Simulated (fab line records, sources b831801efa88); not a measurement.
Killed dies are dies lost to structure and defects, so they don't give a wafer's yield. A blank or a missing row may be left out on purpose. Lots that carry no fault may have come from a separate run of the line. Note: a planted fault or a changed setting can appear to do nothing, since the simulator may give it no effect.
Matching of chambers    flow sky130    SKY_CONTACT_CVD_00 on pecvd-03: 3 sister chambers
The step deposits Si3N4, target thk 75 nm. 16 wafers are shown with their chamber, then 8 later ones without.

== WAFERS, EACH WITH ITS CHAMBER ==
wafer   chamber  heater_power_w (W)
L081.2  1        602
L081.5  1        597
L081.6  2        534
L082.3  2        593
L082.4  0        774
L082.6  2        602
L083.1  0        773
L083.5  2        563
L083.6  1        653
L085.1  0        775
L085.4  1        626
L085.6  0        785
L090.1  2        554
L090.2  0        776
L090.6  0        790
L093.1  1        635

SIGNATURES, as means of the wafers listed above
reading         chamber 0  chamber 1  chamber 2  scatter within a chamber
heater_power_w  778.83     622.60     569.20     20.7
Rule: for a wafer and a chamber, the distance is found by dividing, reading by reading, the gap between the wafer's reading and the chamber's mean by the reading's scatter, squaring, summing and taking the root. The wafer belongs to the nearest chamber; if the next one is less than 2 further off, it can't be placed. The scatter: the root of (the sum of the squares of (reading less its chamber's mean) over the shown wafers, divided by (wafers less chambers)).

== WAFERS WITH NO CHAMBER GIVEN ==
wafer   heater_power_w (W)
L093.2  586
L093.6  636
L095.3  830
L095.5  568
L095.6  803
L096.1  545
L096.3  535
L096.5  742

== WHICH CHAMBER EACH ONE RAN IN ==
wafer   from the rows above      in truth
L093.2  can't be placed: 2 or 1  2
L093.6  1                        1
L095.3  0                        0
L095.5  2                        2
L095.6  0                        0
L096.1  2                        2
L096.3  2                        2
L096.5  0                        0
7 of 8 placed correctly. Cannot be placed on the basis of these rows: 1; the candidates contain the true chamber in 1. 0 placed wrongly.
